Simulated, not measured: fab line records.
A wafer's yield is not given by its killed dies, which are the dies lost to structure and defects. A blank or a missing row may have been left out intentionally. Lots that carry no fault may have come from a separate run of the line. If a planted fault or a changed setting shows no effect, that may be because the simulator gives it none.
One fault seen from 2 desks ; flow sfq_line ; numbers are kept per desk, each desk with only its own; the story behind them comes last

== TOOL OWNER'S DESK, litho_track-01 ==
The tool's own readings at SFQ_TRILAYER_M6_LITHO_COAT_164 (resist thk 62 nm): means of the sampled wafers that have a number, for each lot that ran on this tool. Any lot whose mean is over 4 standard deviations away from the usual mean is out of limits and marked OUT; that distance is given in the brackets.
Columns: A = spin_speed_rpm at SFQ_TRILAYER_M6_LITHO_COAT_164, usual 2999.6 rpm
lot;first seen here;A
L993;day 71 22:46;2999.5
L995;day 72 04:49;3094.1 (+56) OUT
L996;day 73 05:55;3093.5 (+55) OUT
Finding of this desk: L995, L996 out of limits; the first was L995 at day 72 04:49, on spin_speed_rpm at SFQ_TRILAYER_M6_LITHO_COAT_164. L993 stayed within limits.

== THE METROLOGY DESK ==
Means of the sampled wafers that have a number, per lot and without regard to the tool the lot ran on: this is what the gauges read. Any lot whose mean is over 4 standard deviations away from the usual mean is out of limits and marked OUT; that distance is given in the brackets.
Columns: A = C5_OVL at SFQ_C5_OVL_MEAS_937, usual -1 nm; B = M6_NB_RS at SFQ_M6_RS_MEAS_938, usual 0.887 ohm/sq; C = M6_OVL at SFQ_M6_OVL_MEAS_940, usual 2 nm
lot;first seen here;A;B;C
L982;day 67 12:13;0;0.888;4
L993;day 71 21:31;-3;0.895;-0
L995;day 72 03:32;-4;0.884;1
L996;day 73 04:43;5;0.896;-2
L998;day 73 13:15;-0;0.892;3
L102;day 74 19:15;9;0.888;4
Result from this desk: across the 6 lots, nothing is out of limits.

== TAKEN TOGETHER ==
On L995, L996, at day 72 04:49, an alarm was possible from the tool owner's desk.
The metrology desk saw nothing out of limits.
The metrology desk holds a record of L995, L996, inside its limits.
All the named lots went through SFQ_TRILAYER_M6_LITHO_COAT_164 on litho_track-01.

== WHAT THE SIMULATOR HAD INSERTED ==
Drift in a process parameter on litho_track-01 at SFQ_TRILAYER_M6_LITHO_COAT_164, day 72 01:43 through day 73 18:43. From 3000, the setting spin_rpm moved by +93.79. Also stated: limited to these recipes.
Struck lots among those shown: L995, L996.
Hours from the fault's start to each desk's first reading out of limits: the tool owner's desk, 3.
